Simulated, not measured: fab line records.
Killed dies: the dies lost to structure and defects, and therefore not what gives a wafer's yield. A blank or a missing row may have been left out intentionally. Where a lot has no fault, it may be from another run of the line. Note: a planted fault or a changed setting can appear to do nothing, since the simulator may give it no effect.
fab line records ; flow sky130
record: lots: 13; wafers: 39; last_day: 50
route steps=708 shown LDD_N@252 METAL2@485 VIA2@521
lots that met no fault: taken from a fault-free run of the same line
start_h: hours from the record's opening day to when the first of the lot's shown wafers began ; wait_h: hours since the lot's step before ; " same as the row above ; L1.1+2: a row that stands for several wafers ; - either no value or no given start ; * or withheld: withheld ; < > ~ a bound
route shown NAME@n: names a module that has steps shown in the file, with the first one's number in the route ; usual: mean/standard deviation of fault-free wafers ; same: alike in all rows ; chamber/n: place in a boat ; sites: the reading at each site ; _std_site: their standard deviation ; _edge_site: inner sites' mean taken away from outer sites' mean ; radius_mm: for every site, how far away it sits from the centre of the wafer ; mask NAME#n: copy n ; behind: the tool/chamber that last shaped the wafer ; hold: what put the lot on hold/how long, in hours/how the hold closed ; device: which transistor (n, p or np) failed to switch ; end of line: tests run on the same wafers once the route is complete ; where a step has no rows: the recipe by itself ; killed: at the first sort, the dies lost to defects and structure; wafer yield is something else ; map: the dies of a wafer, with x for killed, . for not killed, _ for no die there
set.NAME: setting as actually run; set.NAME@STEP: the setting as run at that earlier step ; model.NAME: the simulator's own value behind a step, which no gauge read
steps of the route over a sample of lots; a table a step, a row a wafer
services: a tool's chamber out of use, with start hour (start_h, from the record's first day; less than 0 if before it), hours out, and reason
== steps ==
step: SKY_LDD_N_IMPLANT_15
recipe: species: BF2; energy_kev: 50; dose_cm2: 5e+12; tilt_deg: 30; rotation_deg: 270
usual: dose_ions_cm2: 5e+12/5.6e+09; faraday_current_uA: 28.2/0.54; tilt_deg: 29.999/0.022
lot.wafer;tool;chamber;start_h;wait_h;dose_ions_cm2;faraday_current_uA;tilt_deg
L226.1;implanter-02;0;397.61;0.1;5.007e+12;28.7;29.991
L226.2;implanter-02;0;397.61;0.1;5.002e+12;27.6;30.021
L226.5;implanter-02;0;397.61;0.1;5.001e+12;27.5;30.014
L229.2;implanter-04;0;434.09;0.1;5e+12;28.4;30.021
L229.3;implanter-04;0;434.09;0.1;4.995e+12;28.4;30.023
L229.5;implanter-04;0;434.09;0.1;5.004e+12;28.5;30.010
L231.2;implanter-02;0;446.39;0.1;4.999e+12;27.3;30.001
L231.4;implanter-02;0;446.39;0.1;4.994e+12;28.2;29.981
L231.6;implanter-02;0;446.39;0.1;5e+12;27.8;29.993
L232.3;implanter-01;0;462.56;0.1;5.006e+12;28.0;29.993
L232.4;implanter-01;0;462.56;0.1;4.997e+12;27.4;29.979
L232.5;implanter-01;0;462.56;0.1;5.003e+12;28.8;29.983
L233.1;implanter-04;0;470.70;0.1;4.998e+12;26.8;29.985
L233.2;implanter-04;0;470.70;0.1;4.997e+12;27.6;30.024
L233.3;implanter-04;0;470.70;0.1;4.996e+12;28.9;30.018
L237.3;implanter-04;0;506.91;0.1;3.026e+12;16.9;30.010
L237.4;implanter-04;0;506.91;0.1;3.026e+12;16.6;30.018
L237.5;implanter-04;0;506.91;0.1;3.028e+12;17.5;30.017
L240.3;implanter-04;0;523.87;0.1;3.023e+12;17.2;30.019
L240.5;implanter-04;0;523.87;0.1;3.024e+12;17.1;29.998
L240.6;implanter-04;0;523.87;0.1;3.023e+12;17.5;29.986
L242.2;implanter-02;0;539.24;0.1;5.007e+12;28.1;30.053
L242.3;implanter-02;0;539.24;0.1;5.001e+12;28.9;30.027
L242.5;implanter-02;0;539.24;0.1;5.004e+12;28.7;30.014
L243.3;implanter-02;0;554.11;0.1;5.008e+12;28.2;29.949
L243.4;implanter-02;0;554.11;0.1;5.005e+12;28.7;29.949
L243.6;implanter-02;0;554.11;0.1;4.999e+12;28.7;29.972
L244.2;implanter-01;0;561.43;0.1;5.002e+12;27.7;30.024
L244.4;implanter-01;0;561.43;0.1;5.001e+12;28.3;29.988
L244.6;implanter-01;0;561.43;0.1;5e+12;27.3;30.003
L245.2;implanter-02;0;572.39;0.1;5.003e+12;28.0;29.988
L245.3;implanter-02;0;572.39;0.1;5.013e+12;28.9;29.986
L245.4;implanter-02;0;572.39;0.1;5.002e+12;27.2;29.988
L246.1;implanter-01;0;579.45;0.1;4.993e+12;27.8;30.040
L246.3;implanter-01;0;579.45;0.1;4.996e+12;28.2;30.013
L246.5;implanter-01;0;579.45;0.1;5.001e+12;28.7;30.040
L248.2;implanter-02;0;596.69;0.1;4.999e+12;28.5;30.025
L248.3;implanter-02;0;596.69;0.1;4.998e+12;28.6;30.002
L248.4;implanter-02;0;596.69;0.1;5.003e+12;27.4;30.007
step: SKY_METAL2_SPUTTER_02
recipe: material: AlCu; target_thk_nm: 250; power_w: 10600; time_s: 13.3; chamber_pressure_pa: 0.4
usual: throttle_valve_pct: 30.1/1.2
lot.wafer;tool;chamber;start_h;wait_h;throttle_valve_pct
L226.1;pvd_sputter-02;-;791.80;0.0;28.1
L226.2;pvd_sputter-02;-;791.80;0.0;29.5
L226.5;pvd_sputter-02;-;791.80;0.0;29.8
L229.2;pvd_sputter-02;-;822.94;0.0;31.2
L229.3;pvd_sputter-02;-;822.94;0.0;30.1
L229.5;pvd_sputter-02;-;822.94;0.0;29.5
L231.2;pvd_sputter-02;-;835.99;0.0;30.0
L231.4;pvd_sputter-02;-;835.99;0.0;27.9
L231.6;pvd_sputter-02;-;835.99;0.0;28.0
L232.3;pvd_sputter-02;-;845.79;0.0;31.5
L232.4;pvd_sputter-02;-;845.79;0.0;29.6
L232.5;pvd_sputter-02;-;845.79;0.0;30.2
L233.1;pvd_sputter-02;-;852.30;0.0;27.7
L233.2;pvd_sputter-02;-;852.30;0.0;31.4
L233.3;pvd_sputter-02;-;852.30;0.0;29.8
L237.3;pvd_sputter-03;-;886.39;0.0;29.3
L237.4;pvd_sputter-03;-;886.39;0.0;30.1
L237.5;pvd_sputter-03;-;886.39;0.0;31.6
L240.3;pvd_sputter-01;-;898.14;0.0;30.7
L240.5;pvd_sputter-01;-;898.14;0.0;30.5
L240.6;pvd_sputter-01;-;898.14;0.0;30.2
L242.2;pvd_sputter-03;-;908.64;0.0;27.5
L242.3;pvd_sputter-03;-;908.64;0.0;31.3
L242.5;pvd_sputter-03;-;908.64;0.0;30.2
L243.3;pvd_sputter-03;-;923.50;0.0;30.6
L243.4;pvd_sputter-03;-;923.50;0.0;27.7
L243.6;pvd_sputter-03;-;923.50;0.0;30.3
L244.2;pvd_sputter-01;-;925.94;0.0;31.0
L244.4;pvd_sputter-01;-;925.94;0.0;30.3
L244.6;pvd_sputter-01;-;925.94;0.0;30.1
L245.2;pvd_sputter-02;-;936.30;0.0;31.7
L245.3;pvd_sputter-02;-;936.30;0.0;30.0
L245.4;pvd_sputter-02;-;936.30;0.0;29.8
L246.1;pvd_sputter-02;-;943.77;0.0;27.8
L246.3;pvd_sputter-02;-;943.77;0.0;31.7
L246.5;pvd_sputter-02;-;943.77;0.0;29.8
L248.2;pvd_sputter-02;-;953.80;0.0;31.3
L248.3;pvd_sputter-02;-;953.80;0.0;29.8
L248.4;pvd_sputter-02;-;953.80;0.0;30.1
step: SKY_VIA2_ETCH_14
recipe: chemistry: N2/H2; target: BARC; ion_energy_ev: 200; source_w: 500; bias_w: 100; pressure_mtorr: 30; n2_flow_sccm: 100; h2_flow_sccm: 200; stop_on: SiO2; time_s: 45.9; target_depth_a: 600
usual: drypump_motor_current_A: 5.5/0.4; oes_product_au: 0.855/0.0045; throttle_valve_pct: 13.223/0.0088
lot.wafer;tool;chamber;start_h;wait_h;drypump_motor_current_A;oes_product_au;rf_hours_counter_h;throttle_valve_pct
L226.1;rie_diel-04;2;845.38;0.0;5.0;0.852;22;13.234
L226.2;rie_diel-04;1;845.38;0.0;5.5;0.849;13;13.221
L226.5;rie_diel-04;3;845.38;0.0;6.1;0.856;-;13.231
L229.2;rie_diel-02;3;876.29;0.0;4.7;0.856;9;13.218
L229.3;rie_diel-02;2;876.29;0.0;5.3;0.857;10;13.222
L229.5;rie_diel-02;1;876.29;0.0;5.3;0.860;-;13.212
L231.2;rie_diel-01;3;889.63;0.0;5.6;0.860;7;13.239
L231.4;rie_diel-01;2;889.63;0.0;5.7;0.852;5;13.212
L231.6;rie_diel-01;2;889.63;0.0;5.7;0.855;-;13.221
L232.3;rie_diel-01;0;899.89;0.0;5.7;0.859;13;13.218
L232.4;rie_diel-01;3;899.89;0.0;5.6;0.861;7;13.233
L232.5;rie_diel-01;1;899.89;0.0;6.0;0.853;-;13.222
L233.1;rie_diel-04;3;905.13;0.0;6.1;0.856;25;13.230
L233.2;rie_diel-04;2;905.13;0.0;5.0;0.852;25;13.229
L233.3;rie_diel-04;1;905.13;0.0;5.5;0.852;15;13.218
L237.3;rie_diel-04;0;940.62;0.0;6.1;0.854;19;13.218
L237.4;rie_diel-04;3;940.62;0.0;6.1;0.863;25;13.226
L237.5;rie_diel-04;2;940.62;0.0;5.0;0.853;-;13.213
L240.3;rie_diel-04;3;949.44;0.0;6.1;0.851;26;13.219
L240.5;rie_diel-04;0;949.44;0.0;6.1;0.856;-;13.209
L240.6;rie_diel-04;1;949.44;0.0;5.6;0.855;-;13.227
L242.2;rie_diel-02;3;958.44;0.0;4.6;0.849;11;13.234
L242.3;rie_diel-02;2;958.44;0.0;5.3;0.845;13;13.227
L242.5;rie_diel-02;0;958.44;0.0;5.3;0.847;-;13.227
L243.3;rie_diel-04;2;973.43;0.0;5.1;0.862;26;13.228
L243.4;rie_diel-04;1;973.43;0.0;5.5;0.854;17;13.220
L243.6;rie_diel-04;1;973.43;0.0;5.5;0.854;-;13.230
L244.2;rie_diel-01;1;976.27;0.0;6.0;0.857;17;13.215
L244.4;rie_diel-01;2;976.27;0.0;5.7;0.853;8;13.214
L244.6;rie_diel-01;1;976.27;0.0;6.0;0.849;-;13.232
L245.2;rie_diel-04;2;985.99;0.0;5.1;0.851;27;13.221
L245.3;rie_diel-04;3;985.99;0.0;6.1;0.847;27;13.225
L245.4;rie_diel-04;0;985.99;0.0;6.1;0.855;20;13.209
L246.1;rie_diel-01;1;993.69;0.0;6.0;0.856;18;13.225
L246.3;rie_diel-01;3;993.69;0.0;5.6;0.856;10;13.204
L246.5;rie_diel-01;0;993.69;0.0;5.6;0.858;-;13.220
L248.2;rie_diel-04;2;1004.07;0.0;5.0;0.849;28;13.207
L248.3;rie_diel-04;1;1004.07;0.0;5.5;0.846;18;13.233
L248.4;rie_diel-04;0;1004.07;0.0;6.1;0.856;21;13.232
step: SKY_VIA2_CVD_21
recipe: material: W; target_thk_nm: 420; time_s: 126.4; temp_c: 400; pressure_torr: 40
usual: heater_power_w: 859/41
lot.wafer;tool;chamber;start_h;wait_h;heater_power_w
L226.1;cvd_w-01;1;846.48;0.0;837
L226.2;cvd_w-01;0;846.48;0.0;787
L226.5;cvd_w-01;1;846.48;0.0;818
L229.2;cvd_w-02;0;877.16;0.0;876
L229.3;cvd_w-02;1;877.16;0.0;946
L229.5;cvd_w-02;0;877.16;0.0;911
L231.2;cvd_w-01;0;890.39;0.0;830
L231.4;cvd_w-01;1;890.39;0.0;818
L231.6;cvd_w-01;1;890.39;0.0;862
L232.3;cvd_w-01;0;900.72;0.1;802
L232.4;cvd_w-01;1;900.72;0.1;846
L232.5;cvd_w-01;1;900.72;0.1;842
L233.1;cvd_w-01;1;905.93;0.0;825
L233.2;cvd_w-01;0;905.93;0.0;809
L233.3;cvd_w-01;0;905.93;0.0;798
L237.3;cvd_w-01;0;941.47;0.1;813
L237.4;cvd_w-01;1;941.47;0.1;866
L237.5;cvd_w-01;1;941.47;0.1;857
L240.3;cvd_w-02;1;950.25;0.1;883
L240.5;cvd_w-02;1;950.25;0.1;893
L240.6;cvd_w-02;0;950.25;0.1;874
L242.2;cvd_w-02;0;959.26;0.0;893
L242.3;cvd_w-02;0;959.26;0.0;878
L242.5;cvd_w-02;0;959.26;0.0;862
L243.3;cvd_w-01;0;974.24;0.1;803
L243.4;cvd_w-01;1;974.24;0.1;861
L243.6;cvd_w-01;1;974.24;0.1;852
L244.2;cvd_w-02;1;977.07;0.0;891
L244.4;cvd_w-02;0;977.07;0.0;867
L244.6;cvd_w-02;1;977.07;0.0;890
L245.2;cvd_w-02;1;986.76;0.0;911
L245.3;cvd_w-02;1;986.76;0.0;890
L245.4;cvd_w-02;0;986.76;0.0;895
L246.1;cvd_w-02;0;994.45;0.0;874
L246.3;cvd_w-02;0;994.45;0.0;865
L246.5;cvd_w-02;1;994.45;0.0;872
L248.2;cvd_w-02;0;1004.83;0.0;868
L248.3;cvd_w-02;1;1004.83;0.0;893
L248.4;cvd_w-02;0;1004.83;0.0;875
== services ==
tool;chamber;start_h;hours;kind
cvd_w-01;-;390.00;14.0;pm
rie_diel-04;1;401.89;6.1;repair
rie_diel-04;-;402.33;10.0;pm
cvd_w-02;1;440.47;2.4;repair
cvd_w-02;-;448.58;0.4;repair
cvd_w-02;1;460.18;12.3;repair
rie_diel-04;3;460.77;9.6;repair
cvd_w-02;0;544.51;5.1;repair
rie_diel-04;3;580.80;5.7;repair
pvd_sputter-02;-;583.69;0.8;repair
rie_diel-04;1;608.30;4.7;repair
cvd_w-02;-;638.09;19.9;repair
rie_diel-04;1;647.15;1.8;repair
rie_diel-04;3;727.87;2.7;repair
rie_diel-04;-;788.30;1.8;repair
cvd_w-02;-;877.83;0.6;repair
cvd_w-02;1;879.38;8.0;repair
pvd_sputter-02;-;879.73;4.7;repair
pvd_sputter-02;-;883.68;1.9;repair
pvd_sputter-02;-;886.52;8.0;repair
cvd_w-02;-;904.00;14.0;pm
cvd_w-02;1;914.83;9.1;repair
cvd_w-02;-;921.15;2.8;pm
pvd_sputter-02;-;929.84;1.9;repair
== key ==
first_sign: step: SKY_LDD_N_IMPLANT_15; reading: dose_ions_cm2; direction: down; sigmas: 99+; usual: *; struck: *
effect: step: SKY_LDD_N_IMPLANT_15; reading: faraday_current_uA; direction: down; sigmas: 20; usual: 28.2; struck: 17.1
met_at SKY_LDD_N_IMPLANT_15
struck_lots L237,L240
tester_left_out L237,L240
not_acting_at SKY_METAL2_SPUTTER_02,SKY_VIA2_ETCH_14,SKY_VIA2_CVD_21
onset_between 470.70 506.91
fault: kind: process_parameter_drift; tool: implanter-04; chamber: -; onset_h: 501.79; steps: SKY_LDD_N_IMPLANT_15; channel: dose_cm2; offset: *; shape: step; end_h: 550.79; acts_in: *; stated: *
tester_left_out: of these lots the tester's yield and bins aren't shown, on N5 and GAA mostly nor the transistor test; their killed dies are dies lost to structure and defects alone, not to doping, threshold or leakage, so they don't give the yield
